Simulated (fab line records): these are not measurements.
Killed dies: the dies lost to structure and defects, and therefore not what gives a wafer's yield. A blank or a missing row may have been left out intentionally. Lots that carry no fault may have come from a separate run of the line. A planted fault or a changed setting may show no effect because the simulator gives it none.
A lot that was struck, set against a sound lot	flow sky130	4 out of 708 route steps
Sound: these wafers, L913.1, L913.3, L913.4. Struck: wafers L911.2, L911.3, L911.6. The cause is given at the end.
At each step with rows: each side's tool, then ch and its chambers, then its first start. Under that, the readings that differ: sound wafers	struck wafers	difference of the means	sigmas: that difference in standard deviations of wafers without a fault.
alike: a reading whose means differ by less than 2 such deviations, as well as words and numbers matching on both sides. not compared: withheld readings; readings where some wafer has no value; bounds like >300 that might hide an equal value; numbers whose values overlap and for which the record gives no deviation.
A row with sigmas, a row that says differs or no value, or rows on one side alone: a step with any of these is where the two part. Non-overlapping numbers with no deviation appear without sigmas and do not part them. A reading that every wafer of one side lacks parts them only if that side has two wafers or more.

SKY_FIELD_ISO_BOW_MEAS_00:
  sound on film_metro-04 at day 4 23:00; struck on film_metro-04 at day 4 13:01
reading	sound	struck	difference	sigmas
INCOMING_BOW (um)	-7 -3 -12	4 13 3	+14	+2
SKY_FIELD_ISO_OXIDATION_01: stabilise 600 s, purge 300 s, target thk 12 nm.
  struck on furnace-02, day 4 15:46; sound on furnace-02 ch 0, day 4 23:17
  no value came back on the struck wafers for any of 6 readings (ox_temp_c (C), ox_temp_c_max and others); on the sound wafers ox_temp_c (C) reads 899.1 900.0 899.5
then, 1 step without rows for these wafers: SKY_FIELD_ISO_CVD_03 (deposits Si3N4 from DCS/NH3, target thk 165 nm, time 2830 s).
-- record jumps: 46 days separate the struck wafers' starts on either side; left off in module FIELD_ISO, taken up again in module PAD_OPEN, whose first shown step is the route's number 708 --
SKY_PAD_OPEN_PROBE_99:
  sound on prober-02 at day 50 14:44; struck on prober-01 at day 50 10:17
reading	sound	struck	difference	sigmas
model.etest.pfet_16v.r_on_ohm_um	1.536e+04 1.558e+04 1.533e+04	1.494e+04 1.528e+04 1.507e+04	-3.267e+02	
model.etest.cap_poly_to_well.c_af_um2	91.86 87.53 90.77	92.87 92.34 92.16	+2.40	
model.etest.field_n.vt_v (V)	35.87 35.99 35.92	34.91 35.74 35.47	-0.55	
model.etest.diode_ndiff_fingers.leak_log10_a_cm2	-6.675 -6.802 -6.647	-5.97 -5.963 -6.228	+0.65	
  not compared: model.etest.res_p_drift_20v.line_ohm_um, model.etest.res_p_drift_20v.rs_ohm_sq, model.etest.cap_li_to_poly.c_af_um2, model.etest.field_p.vt_v

WHERE THEY PART
At SKY_FIELD_ISO_BOW_MEAS_00 first; at SKY_FIELD_ISO_OXIDATION_01 last (within this record only).

WHY: whatever the simulator had introduced
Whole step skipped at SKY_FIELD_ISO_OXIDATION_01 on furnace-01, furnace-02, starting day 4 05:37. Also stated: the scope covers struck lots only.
